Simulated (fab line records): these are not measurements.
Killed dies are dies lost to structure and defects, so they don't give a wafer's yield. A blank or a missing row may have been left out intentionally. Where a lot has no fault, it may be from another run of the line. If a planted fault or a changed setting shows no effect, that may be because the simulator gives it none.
2 desks looking at one fault | flow sky130 | each desk holds nothing but its own numbers, with what lay behind them at the end

## DESK OF THE TOOL OWNER: cvd w-01
The tool's own readings at SKY_VIA1_CVD_21 (deposits W, target thk 270 nm, time 80.902 s): means of the sampled wafers that have a number, for each lot that ran on this tool. A lot is out of limits, marked OUT, if its mean lies more than 4 standard deviations from the usual mean; the brackets give that distance.
Columns: A = chamber pressure Torr at SKY_VIA1_CVD_21, usual 40.00 Torr; B = heater power w at SKY_VIA1_CVD_21, usual 928 W
lot  | first seen here | A     | B
L150 | day 34 12:44    | 39.98 | 1053
L153 | day 35 14:29    | 40.02 | 1045
L156 | day 36 16:29    | 39.97 | 1005
L158 | day 37 02:01    | 39.98 | 1028
L168 | day 40 12:07    | 40.02 | 934
L167 | day 40 13:22    | 40.07 | 958
L171 | day 40 23:19    | 40.00 | 942
This desk's finding: nothing out of limits on any of the 7 lots.

## AT THE METROLOGY DESK
What the gauges read, lot by lot, whatever tool the lot ran on: means of the sampled wafers that have a number. A lot is out of limits, marked OUT, if its mean lies more than 4 standard deviations from the usual mean; the brackets give that distance.
Columns: A = VIA1_BOW at SKY_VIA1_BOW_MEAS_03, usual 81 um; B = VIA1_W_RS at SKY_VIA1_RS_MEAS_22, usual 0.426 ohm/sq; C = VIA1_W_THK at SKY_VIA1_THK_MEAS_23, usual 267.2 nm; D = METAL2_OVL at SKY_METAL2_OVL_MEAS_16, usual 1 nm
lot  | first seen here | A  | B                | C     | D
L150 | day 33 09:23    | 77 | 0.423            | 269.6 | -9
L149 | day 33 10:34    | 78 | 0.427            | 266.8 | -5
L152 | day 34 10:10    | 79 | 0.427            | 263.1 | -2
L153 | day 34 10:53    | 84 | 0.429            | 267.3 | 5
L156 | day 35 13:20    | 81 | 0.443 (+4.7) OUT | 256.4 | 1
L158 | day 35 23:20    | 82 | 0.445 (+5.2) OUT | 256.4 | -2
L165 | day 39 09:37    | 81 | 0.421            | 272.3 | 6
L168 | day 39 09:59    | 83 | 0.431            | 264.5 | -2
L167 | day 39 11:26    | 81 | 0.424            | 269.3 | 2
L169 | day 39 17:10    | 74 | 0.429            | 265.9 | 4
L171 | day 39 21:24    | 81 | 0.424            | 269.3 | -1
This desk's result: L156, L158 out of limits, first on L156 (VIA1_W_RS at SKY_VIA1_RS_MEAS_22), day 36 16:35. Within limits: L150, L149, L152, L153, L165, L168, L167, L169, L171.

## BROUGHT TOGETHER
An alarm was possible from the metrology desk at day 36 16:35, on L156, L158.
The desk of the tool owner found nothing out of limits.
The tool owner's desk has L156, L158 on record, within its limits.
Every lot named ran SKY_VIA1_CVD_21 on cvd w-01.

## WHAT HAD BEEN PUT IN BY THE SIMULATOR
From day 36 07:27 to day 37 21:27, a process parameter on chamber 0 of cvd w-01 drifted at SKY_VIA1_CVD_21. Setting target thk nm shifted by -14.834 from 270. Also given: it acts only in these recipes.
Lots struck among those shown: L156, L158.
Per desk, hours elapsed from the start of the fault to the first reading out of limits: for the metrology desk, 9.
